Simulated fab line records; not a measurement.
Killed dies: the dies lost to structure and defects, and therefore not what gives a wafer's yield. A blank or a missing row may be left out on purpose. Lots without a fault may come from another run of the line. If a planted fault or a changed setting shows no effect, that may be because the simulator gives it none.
Which tool did it? / flow sky130 / 45 wafers from 15 lots sampled at 5 of the route's 708 steps

WHAT THE GAUGES SHOWED, per wafer
SKY_NWELL_TW_MEAS_15. Usual: NWELL_TW gives 1810 (standard deviation 9.6).
lot=L868; measured=day 4 15:47; on=filmMetro-03; NWELL_TW=1836 1821 1832; flag=
lot=L869; measured=day 4 17:50; on=filmMetro-02; NWELL_TW=1792 1791 1791; flag=
lot=L870; measured=day 5 03:50; on=filmMetro-03; NWELL_TW=1822 1811 1816; flag=
lot=L871; measured=day 5 08:17; on=filmMetro-03; NWELL_TW=1827 1800 1811; flag=
lot=L872; measured=day 5 09:57; on=filmMetro-03; NWELL_TW=1810 1805 1818; flag=
lot=L873; measured=day 5 21:47; on=filmMetro-02; NWELL_TW=1814 1800 1810; flag=
lot=L880; measured=day 7 10:38; on=filmMetro-03; NWELL_TW=1811 1821 1821; flag=
lot=L882; measured=day 8 01:06; on=filmMetro-01; NWELL_TW=1813 1821 1817; flag=
lot=L883; measured=day 8 09:16; on=filmMetro-02; NWELL_TW=1798 1802 1805; flag=
lot=L884; measured=day 8 13:27; on=filmMetro-02; NWELL_TW=1795 1808 1804; flag=
lot=L885; measured=day 8 18:35; on=filmMetro-03; NWELL_TW=1817 1821 1807; flag=
lot=L886; measured=day 8 23:37; on=filmMetro-02; NWELL_TW=1806 1807 1809; flag=
lot=L888; measured=day 9 09:50; on=filmMetro-02; NWELL_TW=1806 1795 1801; flag=
lot=L889; measured=day 9 14:56; on=filmMetro-02; NWELL_TW=1803 1805 1805; flag=
lot=L890; measured=day 9 20:23; on=filmMetro-01; NWELL_TW=1814 1816 1807; flag=

SKY_VT_ADJUST_NCORE_OVL_MEAS_08. Usual: VT_ADJUST_NCORE_OVL gives 1.2 nm (standard deviation 1.3).
lot=L868; measured=day 8 14:49; on=overlay-02; VT_ADJUST_NCORE_OVL (nm)=2.2 0.9 2.6; flag=
lot=L869; measured=day 8 19:52; on=overlay-01; VT_ADJUST_NCORE_OVL (nm)=1.0 1.9 0.4; flag=
lot=L870; measured=day 9 06:37; on=overlay-01; VT_ADJUST_NCORE_OVL (nm)=0.1 0.9 1.7; flag=
lot=L871; measured=day 9 11:25; on=overlay-01; VT_ADJUST_NCORE_OVL (nm)=-0.1 1.3 1.8; flag=
lot=L872; measured=day 9 13:06; on=overlay-01; VT_ADJUST_NCORE_OVL (nm)=-0.7 0.7 0.4; flag=
lot=L873; measured=day 10 05:01; on=overlay-02; VT_ADJUST_NCORE_OVL (nm)=0.7 -1.3 -0.1; flag=
lot=L880; measured=day 12 00:38; on=overlay-02; VT_ADJUST_NCORE_OVL (nm)=2.1 1.8 1.6; flag=
lot=L882; measured=day 12 20:23; on=overlay-02; VT_ADJUST_NCORE_OVL (nm)=0.0 2.1 1.6; flag=
lot=L883; measured=day 13 04:25; on=overlay-02; VT_ADJUST_NCORE_OVL (nm)=2.5 2.6 0.1; flag=
lot=L884; measured=day 13 11:17; on=overlay-02; VT_ADJUST_NCORE_OVL (nm)=0.1 0.7 0.4; flag=
lot=L885; measured=day 13 19:35; on=overlay-01; VT_ADJUST_NCORE_OVL (nm)=3.9 5.0 0.9; flag=
lot=L886; measured=day 13 23:11; on=overlay-01; VT_ADJUST_NCORE_OVL (nm)=0.8 3.0 2.7; flag=
lot=L888; measured=day 14 10:29; on=overlay-01; VT_ADJUST_NCORE_OVL (nm)=-0.2 -0.4 0.6; flag=
lot=L889; measured=day 14 19:04; on=overlay-02; VT_ADJUST_NCORE_OVL (nm)=-0.1 1.0 1.1; flag=
lot=L890; measured=day 14 23:29; on=overlay-01; VT_ADJUST_NCORE_OVL (nm)=2.3 1.8 0.6; flag=

SKY_VT_ADJUST_PCH_TW_MEAS_10. Usual: VT_ADJUST_PCH_TW gives 142.7 (standard deviation 1.6).
lot=L868; measured=day 10 11:40; on=filmMetro-02; VT_ADJUST_PCH_TW=141.0 140.1 141.8; flag=
lot=L869; measured=day 10 17:11; on=filmMetro-01; VT_ADJUST_PCH_TW=142.3 142.6 141.9; flag=
lot=L870; measured=day 11 04:27; on=filmMetro-02; VT_ADJUST_PCH_TW=141.7 141.2 142.2; flag=
lot=L871; measured=day 11 09:29; on=filmMetro-01; VT_ADJUST_PCH_TW=142.4 142.8 142.3; flag=
lot=L872; measured=day 11 10:26; on=filmMetro-01; VT_ADJUST_PCH_TW=142.4 142.3 143.4; flag=
lot=L873; measured=day 12 04:58; on=filmMetro-01; VT_ADJUST_PCH_TW=142.2 142.2 141.8; flag=
lot=L880; measured=day 14 04:01; on=filmMetro-04; VT_ADJUST_PCH_TW=144.7 145.4 145.1; flag=
lot=L882; measured=day 15 00:22; on=filmMetro-02; VT_ADJUST_PCH_TW=141.2 141.2 140.7; flag=
lot=L883; measured=day 15 09:31; on=filmMetro-02; VT_ADJUST_PCH_TW=141.1 140.7 141.5; flag=
lot=L884; measured=day 15 16:32; on=filmMetro-04; VT_ADJUST_PCH_TW=145.3 146.1 145.3; flag=
lot=L885; measured=day 16 01:11; on=filmMetro-04; VT_ADJUST_PCH_TW=145.1 144.5 143.8; flag=
lot=L886; measured=day 16 06:01; on=filmMetro-02; VT_ADJUST_PCH_TW=141.5 142.1 140.6; flag=
lot=L888; measured=day 16 18:04; on=filmMetro-04; VT_ADJUST_PCH_TW=144.1 144.2 144.0; flag=
lot=L889; measured=day 17 03:07; on=filmMetro-02; VT_ADJUST_PCH_TW=141.2 141.2 140.1; flag=
lot=L890; measured=day 17 08:29; on=filmMetro-04; VT_ADJUST_PCH_TW=144.0 145.0 144.8; flag=

SKY_SONOS_ONO_THK_MEAS_01. Usual: SONOS_ONO_OXIDATION_THK gives 2.62 nm (standard deviation 0.067).
lot=L868; measured=day 11 13:28; on=filmMetro-04; SONOS_ONO_OXIDATION_THK (nm)=2.66 2.63 2.63; flag=
lot=L869; measured=day 11 19:17; on=filmMetro-04; SONOS_ONO_OXIDATION_THK (nm)=2.61 2.64 2.65; flag=
lot=L870; measured=day 12 07:32; on=filmMetro-02; SONOS_ONO_OXIDATION_THK (nm)=2.75 2.75 2.74; flag=
lot=L871; measured=day 12 13:13; on=filmMetro-02; SONOS_ONO_OXIDATION_THK (nm)=3.41 3.47 3.40; flag=OFF
lot=L872; measured=day 12 13:14; on=filmMetro-04; SONOS_ONO_OXIDATION_THK (nm)=3.43 3.52 3.49; flag=OFF
lot=L873; measured=day 13 09:06; on=filmMetro-03; SONOS_ONO_OXIDATION_THK (nm)=3.48 3.53 3.52; flag=OFF
lot=L880; measured=day 15 08:16; on=filmMetro-04; SONOS_ONO_OXIDATION_THK (nm)=2.70 2.72 2.79; flag=
lot=L882; measured=day 16 05:35; on=filmMetro-03; SONOS_ONO_OXIDATION_THK (nm)=2.61 2.63 2.62; flag=
lot=L883; measured=day 16 16:14; on=filmMetro-03; SONOS_ONO_OXIDATION_THK (nm)=2.70 2.55 2.66; flag=
lot=L884; measured=day 17 00:16; on=filmMetro-02; SONOS_ONO_OXIDATION_THK (nm)=2.64 2.66 2.57; flag=
lot=L885; measured=day 17 10:05; on=filmMetro-03; SONOS_ONO_OXIDATION_THK (nm)=2.56 2.59 2.60; flag=
lot=L886; measured=day 17 14:29; on=filmMetro-02; SONOS_ONO_OXIDATION_THK (nm)=2.52 2.58 2.50; flag=
lot=L888; measured=day 18 01:19; on=filmMetro-04; SONOS_ONO_OXIDATION_THK (nm)=2.68 2.68 2.62; flag=
lot=L889; measured=day 18 11:29; on=filmMetro-03; SONOS_ONO_OXIDATION_THK (nm)=2.59 2.60 2.60; flag=
lot=L890; measured=day 18 15:34; on=filmMetro-03; SONOS_ONO_OXIDATION_THK (nm)=2.56 2.58 2.57; flag=

WHAT TOOL EACH LOT RAN ON (gives the tool, then ch and the chambers of the sampled wafers, and finally the start)
lot=L868; SKY_SONOS_ONO_OXIDATION_00=furnace-02 ch 0, day 11 12:07
lot=L869; SKY_SONOS_ONO_OXIDATION_00=furnace-02 ch 0, day 11 17:56
lot=L870; SKY_SONOS_ONO_OXIDATION_00=furnace-01 ch 0, day 12 06:11
lot=L871; SKY_SONOS_ONO_OXIDATION_00=furnace-02 ch 0, day 12 11:53
lot=L872; SKY_SONOS_ONO_OXIDATION_00=furnace-02 ch 0, day 12 11:53
lot=L873; SKY_SONOS_ONO_OXIDATION_00=furnace-02 ch 0, day 13 07:46
lot=L880; SKY_SONOS_ONO_OXIDATION_00=furnace-01 ch 0, day 15 06:55
lot=L882; SKY_SONOS_ONO_OXIDATION_00=furnace-01 ch 0, day 16 04:13
lot=L883; SKY_SONOS_ONO_OXIDATION_00=furnace-01 ch 0, day 16 14:53
lot=L884; SKY_SONOS_ONO_OXIDATION_00=furnace-02 ch 0, day 16 22:55
lot=L885; SKY_SONOS_ONO_OXIDATION_00=furnace-02 ch 0, day 17 08:44
lot=L886; SKY_SONOS_ONO_OXIDATION_00=furnace-02 ch 0, day 17 13:08
lot=L888; SKY_SONOS_ONO_OXIDATION_00=furnace-02 ch 0, day 17 23:57
lot=L889; SKY_SONOS_ONO_OXIDATION_00=furnace-02 ch 0, day 18 10:08
lot=L890; SKY_SONOS_ONO_OXIDATION_00=furnace-02 ch 0, day 18 14:13
- SKY_SONOS_ONO_OXIDATION_00: stabilise 600 s, purge 300 s, target thk 2.6 nm.

AS READ BY THE TOOLS THEMSELVES (means over the sampled wafers that have a number; for cases with no such wafer, the mark the record gives instead)
SKY_SONOS_ONO_OXIDATION_00. Usual: 800.2 C for spikeTcCentreC, sd 1.4.
lot=L868; tool=furnace-02; spikeTcCentreC (C)=799.6; flag=
lot=L869; tool=furnace-02; spikeTcCentreC (C)=799.7; flag=
lot=L870; tool=furnace-01; spikeTcCentreC (C)=802.4; flag=
lot=L871; tool=furnace-02; spikeTcCentreC (C)=800.3; flag=
lot=L872; tool=furnace-02; spikeTcCentreC (C)=799.7; flag=
lot=L873; tool=furnace-02; spikeTcCentreC (C)=799.5; flag=
lot=L880; tool=furnace-01; spikeTcCentreC (C)=801.7; flag=
lot=L882; tool=furnace-01; spikeTcCentreC (C)=800.4; flag=
lot=L883; tool=furnace-01; spikeTcCentreC (C)=801.3; flag=
lot=L884; tool=furnace-02; spikeTcCentreC (C)=799.5; flag=
lot=L885; tool=furnace-02; spikeTcCentreC (C)=798.6; flag=
lot=L886; tool=furnace-02; spikeTcCentreC (C)=798.8; flag=
lot=L888; tool=furnace-02; spikeTcCentreC (C)=800.3; flag=
lot=L889; tool=furnace-02; spikeTcCentreC (C)=800.0; flag=
lot=L890; tool=furnace-02; spikeTcCentreC (C)=798.8; flag=

THE ANSWER, worked out from the rows above alone
Rule: a lot counts as off when the mean over its wafers that have a number is more than 3 standard deviations away from the usual mean. A lot without any number at a reading at which 4 lots or more have one is off too. Any other lot the step has rows for is counted as sound. The gauges are gone through in route order, then the tools' own readings, and for those a lot's mean is taken as printed above. At the first step where some lot is off, the reading lying furthest off is the one used; lots without a number count as furthest.
Off: L871, L872, L873, at SKY_SONOS_ONO_THK_MEAS_01 (SONOS_ONO_OXIDATION_THK).
If a tool, at a process step before that reading, ran all the lots that are off and no sound lot after the first of them, it fits. The gauges at SKY_SONOS_ONO_THK_MEAS_01 are tried like those tools. Not one of the candidates tried fits.

WHAT THE SIMULATOR HAD INSERTED
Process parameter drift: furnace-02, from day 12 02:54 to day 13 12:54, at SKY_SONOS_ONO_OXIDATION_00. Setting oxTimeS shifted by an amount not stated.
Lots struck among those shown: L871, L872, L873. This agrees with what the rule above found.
